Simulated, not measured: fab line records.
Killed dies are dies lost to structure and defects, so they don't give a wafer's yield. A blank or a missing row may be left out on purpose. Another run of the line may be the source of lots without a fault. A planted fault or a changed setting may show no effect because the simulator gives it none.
8D (eight disciplines) problem report, filled in by code -- flow gf180mcu -- the parts of the form that need people (team, actions taken, sign-off) are left out

== 1. THE ISSUE ==
rf-fwd-power-W at GF_V5_ETCH_17 reads a mean of 1732 W on 6 wafers of 2 lots; wafers without a fault read 1493 W with a standard deviation of 4.7. Measured from the usual mean, that is +51 standard deviations.
The step: etches SiO2 in C4F8/O2/Ar, stops on TiN, target depth 855 nm.
Earliest sighting: wafer L313.1 on rie-diel-02 at day 28 06:00. At this step, 18 wafers from 6 lots have a number in the record. Rule for "out", or "out of limits": more than 4 standard deviations from the usual mean. The rest of the wafers with a number are treated as sound.

== 2. WHAT THIS IS AND IS NOT ==
question,is,is not
which readings at this step,rf-fwd-power-W,"chamber-pressure-mTorr, oes-product-au"
which lots,"L313, L316","L310, L314, L328, L329"
which wafers of those lots,all that have a number,-
read on which tools,rie-diel-02,"rie-diel-01, rie-diel-03"
when,from day 28 06:00,"up to then (3 sound wafers); but 9 sound wafers of L314, L328, L329 came after"

== 3. WHAT RULES OUT EACH SUSPECT ==
Counting: a tool at any process step up to the reading remains a suspect when it ran all the lots that are out and ran no sound lot after the first of those.
- rie-diel-02 at GF_V5_ETCH_16 (etches BARC in N2/H2): ruled out as a lasting fault. Following L313 (day 28 06:46), the first lot on it that is out, the sound lots L329 were run on it.
- rie-diel-02 at GF_V5_ETCH_17 (etches SiO2 in C4F8/O2/Ar, stops on TiN, target depth 855 nm): ruled out as a lasting fault. Following L313 (day 28 06:00), the first lot on it that is out, the sound lots L329 were run on it.
Left after counting: nothing in the record.

== 4. THE CAUSE (what the simulator had put in) ==
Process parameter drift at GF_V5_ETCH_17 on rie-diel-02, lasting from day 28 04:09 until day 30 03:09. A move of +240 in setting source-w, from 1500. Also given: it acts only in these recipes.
Counting ruled it out, wrongly.

== 5. THE EFFECT CHAIN, in route order ==
Each row: a reading where the mean over the struck wafers with a number is more than 3 standard deviations away from the usual. Only readings for which the record gives a usual standard deviation are gone through. hours: the time from each lot's start at the first step in this table that gives one to its start at this step, as a median over the lots. sigmas: the change in usual standard deviations.
hours,step,reading,usual,on struck wafers,change,sigmas
0,GF_V5_ETCH_17,rf-fwd-power-W,1493 W,1732,+239,+51
Here are the process steps it includes:
- GF_V5_ETCH_17: etches SiO2 in C4F8/O2/Ar, stops on TiN, target depth 855 nm.

== 6. HOW IT WOULD HAVE BEEN CAUGHT EARLIER ==
The fault began at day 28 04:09; the first out-of-limits reading in this record came at day 28 06:00, 2 hours later.
